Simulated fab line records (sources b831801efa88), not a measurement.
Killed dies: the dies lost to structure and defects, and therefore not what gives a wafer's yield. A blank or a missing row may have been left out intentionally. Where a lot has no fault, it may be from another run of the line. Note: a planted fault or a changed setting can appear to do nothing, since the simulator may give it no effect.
Which of the tools did it? :: flow sky130 :: Sampling: 11 lots, 33 wafers, 6 of 708 route steps

WHAT THE GAUGES SHOWED, per wafer
The record lacks any reading of a measuring or inspecting step that a usual standard deviation could be used to judge.

TOOL THAT RAN EACH LOT (tool first, then ch and the chambers of the sampled wafers, then the start)
lot: L388
SKY_METAL4_SPUTTER_03: pvdSputter-03, day 39 11:37
SKY_CAP2M_CVD_00: pecvd-01 ch 1,2, day 39 11:41
SKY_METAL4_ETCH_17: rieDiel-03 ch 0,3, day 41 12:14
SKY_VIA4_SOFTBAKE_07: lithoTrack-02 ch 0, day 42 01:50
SKY_VIA4_STRIP_13: plasmaAsher-02 ch 0,1, day 42 13:19
SKY_PAD_OPEN_PROBE_99: prober-01, day 45 12:31

lot: L389
SKY_METAL4_SPUTTER_03: pvdSputter-01, day 39 17:28
SKY_CAP2M_CVD_00: pecvd-01 ch 0,1,2, day 39 17:32
SKY_METAL4_ETCH_17: rieDiel-04 ch 0,1,3, day 41 18:58
SKY_VIA4_SOFTBAKE_07: lithoTrack-02 ch 0, day 42 07:55
SKY_VIA4_STRIP_13: plasmaAsher-03 ch 0,1, day 42 19:22
SKY_PAD_OPEN_PROBE_99: prober-02, day 45 18:32

lot: L394
SKY_METAL4_SPUTTER_03: pvdSputter-01, day 41 09:14
SKY_CAP2M_CVD_00: pecvd-04 ch 0,1,2, day 41 09:18
SKY_METAL4_ETCH_17: rieDiel-03 ch 0,1,3, day 43 09:12
SKY_VIA4_SOFTBAKE_07: lithoTrack-02 ch 0, day 43 21:07
SKY_VIA4_STRIP_13: plasmaAsher-01 ch 0,1, day 44 08:31
SKY_PAD_OPEN_PROBE_99: prober-01, day 47 03:11

lot: L395
SKY_METAL4_SPUTTER_03: pvdSputter-03, day 41 20:37
SKY_CAP2M_CVD_00: pecvd-01 ch 0,2, day 41 20:40
SKY_METAL4_ETCH_17: rieDiel-04 ch 0,1,3, day 43 20:08
SKY_VIA4_SOFTBAKE_07: lithoTrack-01 ch 0, day 44 08:52
SKY_VIA4_STRIP_13: plasmaAsher-02 ch 0,1, day 44 20:04
SKY_PAD_OPEN_PROBE_99: prober-02, day 47 13:32

lot: L396
SKY_METAL4_SPUTTER_03: pvdSputter-04, day 42 14:37
SKY_CAP2M_CVD_00: pecvd-02 ch 0,1,2, day 42 14:41
SKY_METAL4_ETCH_17: rieDiel-04 ch 0,2,3, day 44 12:36
SKY_VIA4_SOFTBAKE_07: lithoTrack-01 ch 0, day 45 01:13
SKY_VIA4_STRIP_13: plasmaAsher-01 ch 0,1, day 45 12:16
SKY_PAD_OPEN_PROBE_99: prober-01, day 48 03:56

lot: L398
SKY_METAL4_SPUTTER_03: pvdSputter-03, day 43 04:28
SKY_CAP2M_CVD_00: pecvd-02 ch 0,1,2, day 43 04:32
SKY_METAL4_ETCH_17: rieDiel-02 ch 0,1,2, day 45 01:54
SKY_VIA4_SOFTBAKE_07: lithoTrack-02 ch 0, day 45 13:26
SKY_VIA4_STRIP_13: plasmaAsher-03 ch 0, day 45 23:37
SKY_PAD_OPEN_PROBE_99: prober-01, day 48 16:40

lot: L397
SKY_METAL4_SPUTTER_03: pvdSputter-03, day 43 06:15
SKY_CAP2M_CVD_00: pecvd-01 ch 0,2, day 43 06:19
SKY_METAL4_ETCH_17: rieDiel-02 ch 0,2,3, day 45 03:26
SKY_VIA4_SOFTBAKE_07: lithoTrack-01 ch 0, day 45 15:07
SKY_VIA4_STRIP_13: plasmaAsher-03 ch 0, day 46 01:37
SKY_PAD_OPEN_PROBE_99: prober-02, day 48 17:16

lot: L400
SKY_METAL4_SPUTTER_03: pvdSputter-03, day 43 13:50
SKY_CAP2M_CVD_00: pecvd-04 ch 1,2, day 43 13:54
SKY_METAL4_ETCH_17: rieDiel-04 ch 0,1,3, day 45 10:55
SKY_VIA4_SOFTBAKE_07: lithoTrack-01 ch 0, day 45 22:26
SKY_VIA4_STRIP_13: plasmaAsher-03 ch 0,1, day 46 08:13
SKY_PAD_OPEN_PROBE_99: prober-01, day 48 23:44

lot: L405
SKY_METAL4_SPUTTER_03: pvdSputter-04, day 44 10:32
SKY_CAP2M_CVD_00: pecvd-01 ch 0,1,2, day 44 10:37
SKY_METAL4_ETCH_17: rieDiel-04 ch 0,2,3, day 46 06:18
SKY_VIA4_SOFTBAKE_07: lithoTrack-01 ch 0, day 46 17:43
SKY_VIA4_STRIP_13: plasmaAsher-02 ch 0,1, day 47 03:49
SKY_PAD_OPEN_PROBE_99: prober-02, day 49 16:05

lot: L407
SKY_METAL4_SPUTTER_03: pvdSputter-03, day 45 04:29
SKY_CAP2M_CVD_00: pecvd-01 ch 0,2, day 45 04:33
SKY_METAL4_ETCH_17: rieDiel-04 ch 0,1,2, day 46 22:23
SKY_VIA4_SOFTBAKE_07: lithoTrack-01 ch 0, day 47 09:43
SKY_VIA4_STRIP_13: plasmaAsher-01 ch 0,1, day 47 19:31
SKY_PAD_OPEN_PROBE_99: prober-02, day 50 05:52

lot: L410
SKY_METAL4_SPUTTER_03: pvdSputter-03, day 45 19:56
SKY_CAP2M_CVD_00: pecvd-04 ch 0,1,2, day 45 20:00
SKY_METAL4_ETCH_17: rieDiel-03 ch 1,2,3, day 47 13:27
SKY_VIA4_SOFTBAKE_07: lithoTrack-02 ch 0, day 48 00:07
SKY_VIA4_STRIP_13: plasmaAsher-02 ch 0,1, day 48 10:01
SKY_PAD_OPEN_PROBE_99: prober-01, day 50 18:38
- SKY_METAL4_SPUTTER_03: material Ti, target thk 5 nm, time 3.3 s.
- SKY_CAP2M_CVD_00: deposits SiO2, target thk 15.5 nm.
- SKY_METAL4_ETCH_17: etches SiO2 in C4F8/O2/Ar, stops on TiN, time 3.9 s, target depth 15 nm.
- SKY_VIA4_SOFTBAKE_07: time 60 s.
- SKY_VIA4_STRIP_13: strips in O2/N2.
- SKY_PAD_OPEN_PROBE_99

WHAT THE TOOLS THEMSELVES READ (means of the sampled wafers that have a number; where no wafer has one, the mark that the record gives instead)
SKY_METAL4_SPUTTER_03.
lot: L388
tool: pvdSputter-03
cathodeDcPowerW (W): 2999.7
throttleValvePct (%): 29.8

lot: L389
tool: pvdSputter-01
cathodeDcPowerW (W): 2999.8
throttleValvePct (%): 31.0

lot: L394
tool: pvdSputter-01
cathodeDcPowerW (W): 3000.4
throttleValvePct (%): 31.3

lot: L395
tool: pvdSputter-03
cathodeDcPowerW (W): 2999.8
throttleValvePct (%): 30.3

lot: L396
tool: pvdSputter-04
cathodeDcPowerW (W): 3000.3
throttleValvePct (%): 29.6

lot: L398
tool: pvdSputter-03
cathodeDcPowerW (W): 3000.1
throttleValvePct (%): 29.6

lot: L397
tool: pvdSputter-03
cathodeDcPowerW (W): 2999.9
throttleValvePct (%): 29.7

lot: L400
tool: pvdSputter-03
cathodeDcPowerW (W): 3000.2
throttleValvePct (%): 29.7

lot: L405
tool: pvdSputter-04
cathodeDcPowerW (W): 3000.2
throttleValvePct (%): 29.1

lot: L407
tool: pvdSputter-03
cathodeDcPowerW (W): 3000.2
throttleValvePct (%): 29.8

lot: L410
tool: pvdSputter-03
cathodeDcPowerW (W): 3000.6
throttleValvePct (%): 30.5

SKY_CAP2M_CVD_00.
lot: L388
tool: pecvd-01
heaterPowerW (W): 726

lot: L389
tool: pecvd-01
heaterPowerW (W): 737

lot: L394
tool: pecvd-04
heaterPowerW (W): 755

lot: L395
tool: pecvd-01
heaterPowerW (W): 827

lot: L396
tool: pecvd-02
heaterPowerW (W): 684

lot: L398
tool: pecvd-02
heaterPowerW (W): 661

lot: L397
tool: pecvd-01
heaterPowerW (W): 813

lot: L400
tool: pecvd-04
heaterPowerW (W): 669

lot: L405
tool: pecvd-01
heaterPowerW (W): 696

lot: L407
tool: pecvd-01
heaterPowerW (W): 815

lot: L410
tool: pecvd-04
heaterPowerW (W): 798

SKY_METAL4_ETCH_17.
lot: L388
tool: rieDiel-03
biasW (W): 1203
oesProductAu (a.u.): 0.752

lot: L389
tool: rieDiel-04
biasW (W): 1199
oesProductAu (a.u.): 0.754

lot: L394
tool: rieDiel-03
biasW (W): 1197
oesProductAu (a.u.): 0.756

lot: L395
tool: rieDiel-04
biasW (W): 1199
oesProductAu (a.u.): 0.757

lot: L396
tool: rieDiel-04
biasW (W): 1198
oesProductAu (a.u.): 0.747

lot: L398
tool: rieDiel-02
biasW (W): 1199
oesProductAu (a.u.): 0.747

lot: L397
tool: rieDiel-02
biasW (W): 1201
oesProductAu (a.u.): 0.748

lot: L400
tool: rieDiel-04
biasW (W): 1202
oesProductAu (a.u.): 0.760

lot: L405
tool: rieDiel-04
biasW (W): 1200
oesProductAu (a.u.): 0.756

lot: L407
tool: rieDiel-04
biasW (W): 1203
oesProductAu (a.u.): 0.754

lot: L410
tool: rieDiel-03
biasW (W): 1201
oesProductAu (a.u.): 0.749

SKY_VIA4_SOFTBAKE_07.
lot: L388
tool: lithoTrack-02
runLengthS (s): 89.57

lot: L389
tool: lithoTrack-02
runLengthS (s): 89.50

lot: L394
tool: lithoTrack-02
runLengthS (s): 89.50

lot: L395
tool: lithoTrack-01
runLengthS (s): 89.40

lot: L396
tool: lithoTrack-01
runLengthS (s): 89.32

lot: L398
tool: lithoTrack-02
runLengthS (s): 89.56

lot: L397
tool: lithoTrack-01
runLengthS (s): 89.25

lot: L400
tool: lithoTrack-01
runLengthS (s): 89.35

lot: L405
tool: lithoTrack-01
runLengthS (s): 118.62

lot: L407
tool: lithoTrack-01
runLengthS (s): 118.52

lot: L410
tool: lithoTrack-02
runLengthS (s): 89.71

SKY_VIA4_STRIP_13.
lot: L388
tool: plasmaAsher-02
drypumpMotorCurrentA (A): 5.55
n2FlowSccm (sccm): 299.4
oesProductAu (a.u.): 0.713
stripTimeToEndpointS (s): 12.80

lot: L389
tool: plasmaAsher-03
drypumpMotorCurrentA (A): 5.70
n2FlowSccm (sccm): 299.8
oesProductAu (a.u.): 0.708
stripTimeToEndpointS (s): 12.82

lot: L394
tool: plasmaAsher-01
drypumpMotorCurrentA (A): 5.61
n2FlowSccm (sccm): 299.3
oesProductAu (a.u.): 0.703
stripTimeToEndpointS (s): 12.81

lot: L395
tool: plasmaAsher-02
drypumpMotorCurrentA (A): 5.55
n2FlowSccm (sccm): 300.1
oesProductAu (a.u.): 0.713
stripTimeToEndpointS (s): 12.79

lot: L396
tool: plasmaAsher-01
drypumpMotorCurrentA (A): 5.81
n2FlowSccm (sccm): 300.1
oesProductAu (a.u.): 0.712
stripTimeToEndpointS (s): 12.89

lot: L398
tool: plasmaAsher-03
drypumpMotorCurrentA (A): 6.06
n2FlowSccm (sccm): 300.3
oesProductAu (a.u.): 0.709
stripTimeToEndpointS (s): 12.78

lot: L397
tool: plasmaAsher-03
drypumpMotorCurrentA (A): 6.06
n2FlowSccm (sccm): 299.7
oesProductAu (a.u.): 0.709
stripTimeToEndpointS (s): 12.80

lot: L400
tool: plasmaAsher-03
drypumpMotorCurrentA (A): 5.72
n2FlowSccm (sccm): 300.1
oesProductAu (a.u.): 0.711
stripTimeToEndpointS (s): 12.79

lot: L405
tool: plasmaAsher-02
drypumpMotorCurrentA (A): 5.64
n2FlowSccm (sccm): 300.0
oesProductAu (a.u.): 0.709
stripTimeToEndpointS (s): 12.69

lot: L407
tool: plasmaAsher-01
drypumpMotorCurrentA (A): 5.62
n2FlowSccm (sccm): 300.1
oesProductAu (a.u.): 0.708
stripTimeToEndpointS (s): 12.71

lot: L410
tool: plasmaAsher-02
drypumpMotorCurrentA (A): 5.65
n2FlowSccm (sccm): 300.1
oesProductAu (a.u.): 0.707
stripTimeToEndpointS (s): 12.82

SKY_PAD_OPEN_PROBE_99.
lot: L388
tool: prober-01
defectLimitedYield (%): 82.4
killed_at_M0_to_M3: 41
killed_at_M4_up: 4.0
killedAtContacts: 24
killedAtFrontEnd: 17
killedAtOther: 0.3
killedDies: 86
killedOpen: 52
killedShort: 34
sort_bin_3_pad_short (%): 0.8
sort_bin_5_function (%): 10.0
sort_bin_6_memory (%): 6.8
sortNPass: 406
sortYieldPct (%): 82.4

lot: L389
tool: prober-02
defectLimitedYield (%): 83.4
killed_at_M0_to_M3: 37
killed_at_M4_up: 2.0
killedAtContacts: 29
killedAtFrontEnd: 14
killedAtOther: 0.0
killedDies: 82
killedOpen: 44
killedShort: 37
sort_bin_3_pad_short (%): 0.9
sort_bin_5_function (%): 9.6
sort_bin_6_memory (%): 6.2
sortNPass: 410
sortYieldPct (%): 83.4

lot: L394
tool: prober-01
defectLimitedYield (%): 80.0
killed_at_M0_to_M3: 47
killed_at_M4_up: 3.0
killedAtContacts: 27
killedAtFrontEnd: 21
killedAtOther: 0.3
killedDies: 98
killedOpen: 53
killedShort: 45
sort_bin_3_pad_short (%): 0.7
sort_bin_5_function (%): 12.8
sort_bin_6_memory (%): 6.4
sortNPass: 394
sortYieldPct (%): 80.0

lot: L395
tool: prober-02
defectLimitedYield (%): 82.7
killed_at_M0_to_M3: 42
killed_at_M4_up: 2.0
killedAtContacts: 28
killedAtFrontEnd: 13
killedAtOther: 0.3
killedDies: 85
killedOpen: 45
killedShort: 40
sort_bin_3_pad_short (%): 0.8
sort_bin_5_function (%): 10.9
sort_bin_6_memory (%): 5.6
sortNPass: 407
sortYieldPct (%): 82.7

lot: L396
tool: prober-01
defectLimitedYield (%): 82.4
killed_at_M0_to_M3: 39
killed_at_M4_up: 5.0
killedAtContacts: 25
killedAtFrontEnd: 18
killedAtOther: 0.0
killedDies: 86
killedOpen: 47
killedShort: 39
sort_bin_3_pad_short (%): 0.9
sort_bin_5_function (%): 10.6
sort_bin_6_memory (%): 6.1
sortNPass: 406
sortYieldPct (%): 82.4

lot: L398
tool: prober-01
defectLimitedYield (%): 83.9
killed_at_M0_to_M3: 41
killed_at_M4_up: 1.7
killedAtContacts: 25
killedAtFrontEnd: 12
killedAtOther: 0.0
killedDies: 79
killedOpen: 41
killedShort: 38
sort_bin_3_pad_short (%): 1.1
sort_bin_5_function (%): 9.4
sort_bin_6_memory (%): 5.6
sortNPass: 413
sortYieldPct (%): 83.9

lot: L397
tool: prober-02
defectLimitedYield (%): 82.5
killed_at_M0_to_M3: 47
killed_at_M4_up: 4.3
killedAtContacts: 24
killedAtFrontEnd: 10
killedAtOther: 0.7
killedDies: 86
killedOpen: 49
killedShort: 37
sort_bin_3_pad_short (%): 0.7
sort_bin_5_function (%): 11.9
sort_bin_6_memory (%): 5.0
sortNPass: 406
sortYieldPct (%): 82.5

lot: L400
tool: prober-01
defectLimitedYield (%): 80.5
killed_at_M0_to_M3: 44
killed_at_M4_up: 2.3
killedAtContacts: 30
killedAtFrontEnd: 19
killedAtOther: 0.3
killedDies: 96
killedOpen: 47
killedShort: 49
sort_bin_3_pad_short (%): 0.9
sort_bin_5_function (%): 11.8
sort_bin_6_memory (%): 6.8
sortNPass: 396
sortYieldPct (%): 80.5

lot: L405
tool: prober-02
defectLimitedYield (%): 83.6
killed_at_M0_to_M3: 41
killed_at_M4_up: 2.7
killedAtContacts: 22
killedAtFrontEnd: 15
killedAtOther: 0.3
killedDies: 81
killedOpen: 46
killedShort: 35
sort_bin_3_pad_short (%): 0.7
sort_bin_5_function (%): 9.6
sort_bin_6_memory (%): 6.2
sortNPass: 411
sortYieldPct (%): 83.6

lot: L407
tool: prober-02
defectLimitedYield (%): 83.6
killed_at_M0_to_M3: 37
killed_at_M4_up: 1.3
killedAtContacts: 24
killedAtFrontEnd: 18
killedAtOther: 0.3
killedDies: 81
killedOpen: 46
killedShort: 34
sort_bin_3_pad_short (%): 0.4
sort_bin_5_function (%): 11.1
sort_bin_6_memory (%): 4.9
sortNPass: 411
sortYieldPct (%): 83.6

lot: L410
tool: prober-01
defectLimitedYield (%): 82.9
killed_at_M0_to_M3: 44
killed_at_M4_up: 3.0
killedAtContacts: 23
killedAtFrontEnd: 13
killedAtOther: 0.7
killedDies: 84
killedOpen: 47
killedShort: 37
sort_bin_3_pad_short (%): 0.7
sort_bin_5_function (%): 10.5
sort_bin_6_memory (%): 5.8
sortNPass: 408
sortYieldPct (%): 82.9

THE ANSWER, worked out from the rows above alone
Rule: what is usual is taken from the lots themselves. The widest of any qualifying gaps counts: lots, ordered by their means at a reading, are off when they make up no more than a third of the lots, leave a main group of 4 or more, and stand apart from it by 3 or more times the standard deviation of that group's means. A main group is skipped when, at the precision printed for the reading in the tables above, its means are all equal. A lot without any number at a reading at which 4 lots or more have one is off too. Any other lot the step has rows for is counted as sound. The gauges are gone through in route order, then the tools' own readings, and for those a lot's mean is taken as printed above. The first step at which some lot is off is used, and at that step the reading that is off furthest; a lot without a number counts as furthest.
Off at SKY_VIA4_SOFTBAKE_07 (runLengthS): L405, L407. Main group: mean 89.46 s, sd 0.14.
A tool fits if, at that step or a process step before it, it ran every lot that is off, and no sound lot after the first of them. Can't be told from this: 3 tools fit, pecvd-01 at SKY_CAP2M_CVD_00, rieDiel-04 at SKY_METAL4_ETCH_17, lithoTrack-01 at SKY_VIA4_SOFTBAKE_07.

WHAT HAD BEEN PUT IN BY THE SIMULATOR
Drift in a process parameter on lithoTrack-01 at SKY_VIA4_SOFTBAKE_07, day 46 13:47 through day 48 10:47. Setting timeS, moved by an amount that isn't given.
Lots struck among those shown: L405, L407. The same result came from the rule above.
